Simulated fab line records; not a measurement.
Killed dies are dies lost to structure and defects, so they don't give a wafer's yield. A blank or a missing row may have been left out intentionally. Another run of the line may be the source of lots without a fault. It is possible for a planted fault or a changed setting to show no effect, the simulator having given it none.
Split-lot experiment    flow gf180mcu    on a route of 602 steps: 5 lots, 23 wafers read

== THE SPLIT ITSELF ==
At GF_V4_COAT_09 (resist thk 1000 nm), the setting resistThkNm was moved away from the recipe's 1000 nm on 11 of the 23 wafers read, by -4.0% to +4.6%. The other wafers ran this setting at the recipe's value.

== FROM THE SPLIT TO THE READING: what the file shows between them, 4 steps ==
- GF_V4_SOFTBAKE_10: time 60 s
- GF_V4_EXPOSE_11: exposes mask Via4, target cd 260 nm
- GF_V4_ETCH_16: etches BARC in N2/H2
- GF_V4_ETCH_17: etches SiO2 in C4F8/O2/Ar, stops on TiN, target depth 630 nm

== THE READING ==
oesProductAu, in a.u., at GF_V4_STRIP_18 (strips in O2/N2). Fault-free wafers of this fab line usually give 0.590 a.u., standard deviation 0.0044 a.u.

wafer   tool, chamber at the split  resistThkNm as run, nm  against the recipe  oesProductAu, a.u.  against lot-mates on the recipe
L074.1  lithoTrack-04, 0            982.3                   -1.8%               0.584               -0.009
L074.2  lithoTrack-04, 0            982.3                   -1.8%               0.583               -0.010
L074.3  lithoTrack-04, 0            1000                    recipe              0.590               -
L074.4  lithoTrack-04, 0            982.3                   -1.8%               0.587               -0.006
L074.5  lithoTrack-04, 0            1000                    recipe              0.596               -
L077.1  lithoTrack-04, 0            1046                    +4.6%               0.607               +0.022
L077.2  lithoTrack-04, 0            1000                    recipe              0.582               -
L077.4  lithoTrack-04, 0            1046                    +4.6%               0.601               +0.016
L077.5  lithoTrack-04, 0            1046                    +4.6%               0.610               +0.025
L077.6  lithoTrack-04, 0            1000                    recipe              0.587               -
L081.1  lithoTrack-04, 0            1000                    recipe              0.593               -
L081.2  lithoTrack-04, 0            959.5                   -4.0%               0.569               -0.017
L081.3  lithoTrack-04, 0            1000                    recipe              0.583               -
L081.5  lithoTrack-04, 0            959.5                   -4.0%               0.574               -0.012
L081.6  lithoTrack-04, 0            1000                    recipe              0.582               -
L082.2  lithoTrack-04, 0            1000                    recipe              0.587               -
L082.3  lithoTrack-04, 0            1000                    recipe              0.593               -
L082.5  lithoTrack-04, 0            1000                    recipe              0.588               -
L084.1  lithoTrack-02, 0            968.8                   -3.1%               0.566               -0.027
L084.2  lithoTrack-02, 0            968.8                   -3.1%               0.573               -0.020
L084.3  lithoTrack-02, 0            1000                    recipe              0.589               -
L084.4  lithoTrack-02, 0            1000                    recipe              0.596               -
L084.5  lithoTrack-02, 0            968.8                   -3.1%               0.580               -0.013

THE FIT
A straight line over all 23 wafers: oesProductAu changes by +0.00404 a.u. for each +1% of resistThkNm; r = +0.90; the points scatter about the line by 0.0049 a.u.
The same after taking each lot's own level away (the mean of its wafers on the recipe; 23 wafers): +0.00474 a.u. for each +1%; r = +0.94; scatter 0.0045 a.u.
According to that fit, moving resistThkNm by its largest amount changes the reading by 0.022 a.u.
Across the lots, their own levels run from 0.5845 to 0.5930 a.u., a range of 1.9 times the standard deviation given above.
So the lot-to-lot level changes the slope: the two fits differ.
Check: with one of the wafers moved furthest among these (+4.6%) left out of the fit, the line predicts +0.0213 a.u. for it against its lot-mates. It came out at +0.0225 a.u. against them.

== ADDITIONAL SPLITS CARRIED BY THESE WAFERS ==
These wafers also went through other splits before the reading. Each is held against what the fit with the lots' levels taken away leaves over:
other split on the same wafers  wafers away from the commonest value  r with oesProductAu (lot level and that fit taken away)
GF_M4_SPUTTER_02 powerW         7                                     -0.41
GF_M4_SOFTBAKE_10 tempC         11                                    +0.08
GF_V4_CVD_00 sih4FlowSccm       5                                     +0.03

== THE WHOLE CHAIN: every reading that the file lists as answering this split, in the file's order ==
step            what it does        reading                                                                   change (the file's fit)                   r (the file's)
GF_V4_COAT_09   resist thk 1000 nm  KrF_of_V4_COAT_09.thkNm (the simulator's own value, which no gauge read)  +9.91 nm for each +1% of the setting      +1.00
GF_V4_STRIP_18  strips in O2/N2     oesProductAu                                                              +0.0046 a.u. for each +1% of the setting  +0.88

== FILE'S OWN FIT ==
oesProductAu changes by +0.0046 a.u. for each +1% of resistThkNm, r = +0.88.
